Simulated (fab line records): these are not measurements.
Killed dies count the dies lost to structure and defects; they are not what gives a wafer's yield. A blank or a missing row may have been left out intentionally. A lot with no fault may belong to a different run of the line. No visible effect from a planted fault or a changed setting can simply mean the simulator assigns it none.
8D (eight disciplines) problem report, filled in by code ; flow gf180mcu ; the parts of the form that need people (team, actions taken, sign-off) are left out

## 1. WHAT WENT WRONG
Mean NSD_RS at GF_PSD_RS_MEAS_14: 47.45 ohm/sq over 6 wafers in 2 lots; fault-free wafers: 46.08 ohm/sq, standard deviation 0.077. That is +18 standard deviations from the usual mean.
The step: measures by four-point-probe.
First seen on wafer L791.1, day 19 02:40, on film-metro-01. Wafers with a number at this step in the record: 36, from 12 lots. The rule behind "out" and "out of limits": a value lying over 4 standard deviations away from the usual mean. All remaining wafers that have a number are taken as sound.

## 2. WHAT IT IS, WHAT IT ISN'T
question;is;is not
which readings at this step;NSD_RS;-
which lots;L791, L792;L782, L783, L784, L788, L789, L794, L797, L798, L800, L801
which wafers of those lots;all that have a number;-
read on which gauges;film-metro-01, film-metro-03;film-metro-04
when;from day 19 02:40;"up to then (15 sound wafers); but 15 sound wafers of L794, L797, L798, L800, L801 came after"

## 3. SUSPECTS, AND WHAT RULES EACH OUT
Counting: a tool at a process step up to the reading stays a suspect if it ran every lot that is out and no sound lot after the first of them.
- the gauge at GF_PSD_RS_MEAS_14 is ruled out. 2 gauges (film-metro-01, film-metro-03) read the wafers that are out.
- rtp-anneal-02 at GF_HV_LDD_RTA_52 (time 10 s): ruled out as a lasting fault. The sound lots L800 went through it after L791, its earliest lot that is out (day 16 23:44).
- implanter-04 at GF_NSD_IMPLANT_10: kept. It processed each lot that is out, first L791 at day 18 01:51, and no sound lot thereafter; up to then, the last sound lot it processed was L789 at day 17 10:32. On those wafers its own readings are out: beam-on-s, faraday-current-uA.
Remaining after the count: implanter-04 at GF_NSD_IMPLANT_10.

## 4. THE CAUSE (what the simulator had put in)
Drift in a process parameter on implanter-04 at GF_NSD_IMPLANT_10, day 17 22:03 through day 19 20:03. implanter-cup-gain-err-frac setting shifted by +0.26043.
After counting, this tool was the only one left.

## 5. THE CHAIN OF EFFECTS, in route order
Each row: a reading where the mean over the struck wafers with a number is more than 3 standard deviations away from the usual. Only readings for which the record gives a usual standard deviation are gone through. hours: the time from each lot's start at the first step in this table that gives one to its start at this step, as a median over the lots. sigmas: the change in usual standard deviations.
hours;step;reading;usual;on struck wafers;change;sigmas
0;GF_NSD_IMPLANT_10;beam-on-s;9.98 s;7.89;-2.09;-9.5
0;GF_NSD_IMPLANT_10;faraday-current-uA;2792;3525;+733;+12
25;GF_PSD_RS_MEAS_14;NSD_RS;46.08 ohm/sq;47.45;+1.38;+18
Process steps it contains:
- GF_NSD_IMPLANT_10

## 6. WHAT WOULD HAVE CAUGHT IT SOONER
The first out-of-limits reading at a measuring or inspecting step in this record came at day 19 02:40, 29 hours after the fault's start at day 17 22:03.
The tool's own readings at GF_NSD_IMPLANT_10 were out on every struck wafer that the step has a row for (beam-on-s, faraday-current-uA): an alarm limit on them would have fired on the first of those.
Each of the lots that are out, 2 in all, had begun GF_NSD_IMPLANT_10 on implanter-04 no later than day 19 02:40. Tool hold at that time: it would have spared none of them.
